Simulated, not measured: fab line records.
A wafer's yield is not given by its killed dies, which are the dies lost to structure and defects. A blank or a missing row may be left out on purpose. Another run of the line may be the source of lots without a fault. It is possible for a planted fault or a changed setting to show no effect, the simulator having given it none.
Which tool is to blame? | flow sky130 | 10 lots with 30 wafers sampled at 5 steps, on a route of 708 steps

WHAT THE GAUGES READ, wafer by wafer
Not one reading of a measure or inspect step in the record can be checked against a usual standard deviation.

TOOL THAT RAN EACH LOT (tool first, then ch and the chambers of the sampled wafers, then the start)
lot  | SKY_FIELD_ISO_STRIP_16              | SKY_FIELD_ISO_ETCH_17           | SKY_FIELD_ISO_CMP_27         | SKY_CAPM_STRIP_14                    | SKY_PAD_OPEN_PROBE_99
L783 | plasma asher-04 ch 1, day 2 05:31   | rie si-01 ch 2,3, day 2 05:37   | cmp-01 ch 0,2,3, day 2 10:29 | plasma asher-03 ch 0,1, day 37 11:48 | prober-02, day 45 21:34
L784 | plasma asher-02 ch 0,1, day 2 11:58 | rie si-01 ch 0,2,3, day 2 12:04 | cmp-01 ch 0,2,3, day 2 15:36 | plasma asher-01 ch 0,1, day 37 21:09 | prober-01, day 46 04:30
L785 | plasma asher-03 ch 0, day 2 14:09   | rie si-02 ch 0,2, day 2 14:15   | cmp-02 ch 0,3, day 2 17:28   | plasma asher-02 ch 0,1, day 38 06:27 | prober-02, day 46 12:07
L787 | plasma asher-03 ch 0,1, day 3 02:55 | rie si-01 ch 0,2,3, day 3 03:01 | cmp-02 ch 0,1,2, day 3 08:38 | plasma asher-03 ch 0,1, day 39 03:40 | prober-02, day 47 03:25
L789 | plasma asher-03 ch 0,1, day 3 11:29 | rie si-01 ch 1,2, day 3 11:33   | cmp-02 ch 0,1,2, day 3 15:20 | plasma asher-03 ch 0,1, day 39 12:05 | prober-01, day 47 10:32
L790 | plasma asher-03 ch 0,1, day 3 18:54 | rie si-01 ch 0,1,3, day 3 19:00 | cmp-01 ch 0,1,3, day 3 22:13 | plasma asher-03 ch 0,1, day 39 20:30 | prober-01, day 47 17:42
L792 | plasma asher-03 ch 0,1, day 4 04:42 | rie si-01 ch 0,1, day 4 04:48   | cmp-01 ch 0,1,3, day 4 08:07 | plasma asher-02 ch 0,1, day 40 09:09 | prober-02, day 48 05:01
L794 | plasma asher-04 ch 0,1, day 4 15:37 | rie si-02 ch 0,1,3, day 4 15:43 | cmp-01 ch 1,2,3, day 4 21:09 | plasma asher-01 ch 0,1, day 41 02:36 | prober-01, day 48 19:38
L801 | plasma asher-04 ch 0,1, day 6 02:39 | rie si-01 ch 0,1,2, day 6 02:45 | cmp-01 ch 0,1,2, day 6 07:03 | plasma asher-01 ch 0,1, day 43 03:42 | prober-02, day 50 07:19
L802 | plasma asher-03 ch 0,1, day 6 09:48 | rie si-01 ch 0,1, day 6 09:54   | cmp-01 ch 0,3, day 6 15:45   | plasma asher-02 ch 0,1, day 43 13:51 | prober-01, day 50 11:10
- SKY_FIELD_ISO_STRIP_16: strips in O2/N2.
- SKY_FIELD_ISO_ETCH_17: etches Si in HBr/Cl2/O2, target depth 342 nm, time 97.7 s.
- SKY_FIELD_ISO_CMP_27: polishes, stops on Si3N4, t overpolish 16 s, target thk 457.8 nm.
- SKY_CAPM_STRIP_14: strips in O2/N2.
- SKY_PAD_OPEN_PROBE_99

WHAT THE TOOLS THEMSELVES READ (means of the sampled wafers that have a number; where no wafer has one, the mark that the record gives instead)
SKY_FIELD_ISO_STRIP_16. Usual: chamber pressure mTorr 1500.0 mTorr, standard deviation 1.5; drypump motor current A 6.1 A, standard deviation 0.41; oes product au 0.378 a.u., standard deviation 0.0056; strip time to endpoint s 3.54 s, standard deviation 0.055.
lot  | tool            | chamber pressure mTorr (mTorr) | drypump motor current A (A) | oes product au (a.u.) | strip time to endpoint s (s) | flag
L783 | plasma asher-04 | 1500.6                         | 6.3                         | 0.380                 | 3.53                         |
L784 | plasma asher-02 | 1499.0                         | 5.6                         | 0.376                 | 3.57                         |
L785 | plasma asher-03 | 1499.4                         | 5.7                         | 0.377                 | 3.53                         |
L787 | plasma asher-03 | 1500.9                         | 6.0                         | 0.382                 | 3.54                         |
L789 | plasma asher-03 | 1499.9                         | 6.1                         | 0.377                 | 3.57                         |
L790 | plasma asher-03 | 1500.9                         | 6.0                         | 0.373                 | 3.49                         |
L792 | plasma asher-03 | 1501.5                         | 6.1                         | 0.385                 | 3.58                         |
L794 | plasma asher-04 | 1500.9                         | 6.3                         | 0.373                 | 3.52                         |
L801 | plasma asher-04 | 1499.7                         | 6.3                         | 0.373                 | 3.52                         |
L802 | plasma asher-03 | 1499.5                         | 6.0                         | 0.373                 | 3.54                         |

SKY_FIELD_ISO_ETCH_17. Usual: HBr_flow_sccm 150.0 sccm, standard deviation 0.47; bias w 150.0 W, standard deviation 0.44; chamber pressure mTorr 14.999 mTorr, standard deviation 0.013; drypump motor current A 5.7 A, standard deviation 0.52; oes product au 1.000 a.u., standard deviation 0.014; throttle valve pct 25.657 %, standard deviation 0.012.
lot  | tool      | HBr_flow_sccm (sccm) | bias w (W) | chamber pressure mTorr (mTorr) | drypump motor current A (A) | oes product au (a.u.) | throttle valve pct (%) | flag
L783 | rie si-01 | 149.5                | 150.3      | 14.998                         | 5.7                         | 0.997                 | 25.663                 |
L784 | rie si-01 | 149.9                | 149.7      | 14.997                         | 5.7                         | 1.003                 | 25.662                 |
L785 | rie si-02 | 149.6                | 150.3      | 14.996                         | 5.5                         | 0.977                 | 25.677                 |
L787 | rie si-01 | 149.5                | 150.4      | 15.005                         | 5.7                         | 1.003                 | 25.647                 |
L789 | rie si-01 | 149.7                | 150.0      | 15.002                         | 6.3                         | 1.004                 | 25.650                 |
L790 | rie si-01 | 150.4                | 149.7      | 15.005                         | 5.4                         | 1.005                 | 25.658                 |
L792 | rie si-01 | 149.6                | 150.2      | 14.978                         | 5.6                         | 1.001                 | 25.645                 |
L794 | rie si-02 | 149.8                | 149.9      | 14.998                         | 6.0                         | 1.001                 | 25.659                 |
L801 | rie si-01 | 150.1                | 150.1      | 14.999                         | 5.8                         | 1.009                 | 25.649                 |
L802 | rie si-01 | 150.2                | 150.0      | 15.007                         | 5.5                         | 1.006                 | 25.649                 |

SKY_FIELD_ISO_CMP_27. Usual: motor current A 12.4 A, standard deviation 1.1; overpolish run s 16.000 s, standard deviation 0.0089; time to endpoint s 108 s, standard deviation 5.9.
lot  | tool   | motor current A (A) | overpolish run s (s) | time to endpoint s (s) | flag
L783 | cmp-01 | 11.4                | 15.990               | 109                    |
L784 | cmp-01 | 11.5                | 16.010               | 106                    |
L785 | cmp-02 | 13.5                | 16.005               | 115                    |
L787 | cmp-02 | 12.7                | 15.995               | 109                    |
L789 | cmp-02 | 12.4                | 15.993               | 106                    |
L790 | cmp-01 | 12.6                | 16.002               | 104                    |
L792 | cmp-01 | 12.4                | 15.999               | 103                    |
L794 | cmp-01 | 12.0                | 16.005               | 110                    |
L801 | cmp-01 | 12.1                | 15.995               | 111                    |
L802 | cmp-01 | 11.3                | 16.001               | 103                    |

SKY_CAPM_STRIP_14. Usual: chamber pressure mTorr 1500.1 mTorr, standard deviation 1.3; drypump motor current A 5.7 A, standard deviation 0.43; oes product au 0.710 a.u., standard deviation 0.0046; strip time to endpoint s 12.63 s, standard deviation 0.05.
lot  | tool            | chamber pressure mTorr (mTorr) | drypump motor current A (A) | oes product au (a.u.) | strip time to endpoint s (s) | flag
L783 | plasma asher-03 | 1500.7                         | 6.4                         | 0.708                 | 12.65                        |
L784 | plasma asher-01 | 1500.6                         | 5.3                         | 0.710                 | 12.60                        |
L785 | plasma asher-02 | 1499.9                         | 5.6                         | 0.716                 | 12.65                        |
L787 | plasma asher-03 | 1499.9                         | 6.4                         | 0.712                 | 12.67                        |
L789 | plasma asher-03 | 1499.7                         | 6.0                         | 0.712                 | 12.60                        |
L790 | plasma asher-03 | 1501.6                         | 6.4                         | 0.708                 | 12.65                        |
L792 | plasma asher-02 | 1500.2                         | 5.6                         | 0.709                 | 12.58                        |
L794 | plasma asher-01 | 1499.0                         | 5.4                         | 0.717                 | 12.58                        |
L801 | plasma asher-01 | 1500.3                         | 5.4                         | 0.707                 | 12.70                        |
L802 | plasma asher-02 | 1500.5                         | 5.6                         | 0.709                 | 12.57                        |

SKY_PAD_OPEN_PROBE_99. Usual: defect limited yield 82.6 %, standard deviation 1.9; killed_at_M0_to_M3 42, standard deviation 7; killed_at_M4_up 3.2, standard deviation 1.6; killed at contacts 24, standard deviation 5.8; killed at front end 16, standard deviation 4.3; killed at other 0.3, standard deviation 0.62; killed dies 86, standard deviation 9.5; killed open 46, standard deviation 6.4; killed short 39, standard deviation 6.3; sort_bin_3_pad_short 0.9 %, standard deviation 0.43; sort_bin_5_function 10.5 %, standard deviation 1.4; sort_bin_6_memory 6.1 %, standard deviation 1.2; sort n pass 406, standard deviation 9.5; sort yield pct 82.6 %, standard deviation 1.9.
lot  | tool      | defect limited yield (%) | killed_at_M0_to_M3 | killed_at_M4_up | killed at contacts | killed at front end | killed at other | killed dies | killed open | killed short | sort_bin_3_pad_short (%) | sort_bin_5_function (%) | sort_bin_6_memory (%) | sort n pass | sort yield pct (%) | flag
L783 | prober-02 | 83.4                     | 40                 | 2.3             | 23                 | 16                  | 0.0             | 82          | 46          | 36           | 0.8                      | 10.5                    | 5.3                   | 410         | 83.4               |
L784 | prober-01 | 83.3                     | 38                 | 2.3             | 25                 | 16                  | 0.3             | 82          | 45          | 37           | 0.6                      | 10.8                    | 5.3                   | 410         | 83.3               |
L785 | prober-02 | 82.8                     | 44                 | 2.7             | 27                 | 12                  | 0.0             | 85          | 45          | 39           | 0.7                      | 11.0                    | 5.6                   | 407         | 82.8               |
L787 | prober-02 | 81.6                     | 49                 | 3.7             | 23                 | 15                  | 0.7             | 91          | 45          | 44           | 1.3                      | 10.4                    | 6.7                   | 401         | 81.6               |
L789 | prober-01 | 81.8                     | 37                 | 4.7             | 29                 | 19                  | 0.7             | 90          | 47          | 41           | 1.3                      | 9.7                     | 7.2                   | 402         | 81.8               |
L790 | prober-01 | 83.8                     | 38                 | 4.0             | 25                 | 13                  | 0.0             | 80          | 45          | 34           | 0.9                      | 10.2                    | 5.1                   | 412         | 83.8               |
L792 | prober-02 | 82.2                     | 45                 | 3.3             | 25                 | 13                  | 0.7             | 87          | 47          | 41           | 0.9                      | 9.9                     | 7.0                   | 405         | 82.2               |
L794 | prober-01 | 80.9                     | 50                 | 3.0             | 23                 | 17                  | 0.7             | 94          | 51          | 43           | 0.7                      | 11.8                    | 6.6                   | 398         | 80.9               |
L801 | prober-02 | 76.3                     | 41                 | 4.0             | 21                 | 14                  | 36.0            | 117         | 47          | 34           | 1.8                      | 14.5                    | 7.4                   | 375         | 76.3               | OFF
L802 | prober-01 | 82.7                     | 39                 | 3.7             | 25                 | 17                  | 0.0             | 85          | 49          | 36           | 0.5                      | 10.1                    | 6.7                   | 407         | 82.7               |

THE ANSWER, worked out from the rows above alone
Rule: lot off if the mean of its wafers having a number is beyond 3 standard deviations from the usual mean. Also off: a lot with no number at a reading for which 4 or more lots have one. Where the step has rows for the other lots, those lots are counted as sound. Order of review: gauges by route order, followed by the tools' own readings, for which a lot's mean as printed above is used. The first step at which some lot is off is used, and at that step the reading that is off furthest; a lot without a number counts as furthest.
Off, at SKY_PAD_OPEN_PROBE_99 on killed at other: L801.
A tool fits if, at that step or a process step before it, it ran every lot that is off, and no sound lot after the first of them. Can't be told from this: 3 tools fit, plasma asher-04 at SKY_FIELD_ISO_STRIP_16, plasma asher-01 at SKY_CAPM_STRIP_14, prober-02 at SKY_PAD_OPEN_PROBE_99.

WHAT THE SIMULATOR HAD PUT IN
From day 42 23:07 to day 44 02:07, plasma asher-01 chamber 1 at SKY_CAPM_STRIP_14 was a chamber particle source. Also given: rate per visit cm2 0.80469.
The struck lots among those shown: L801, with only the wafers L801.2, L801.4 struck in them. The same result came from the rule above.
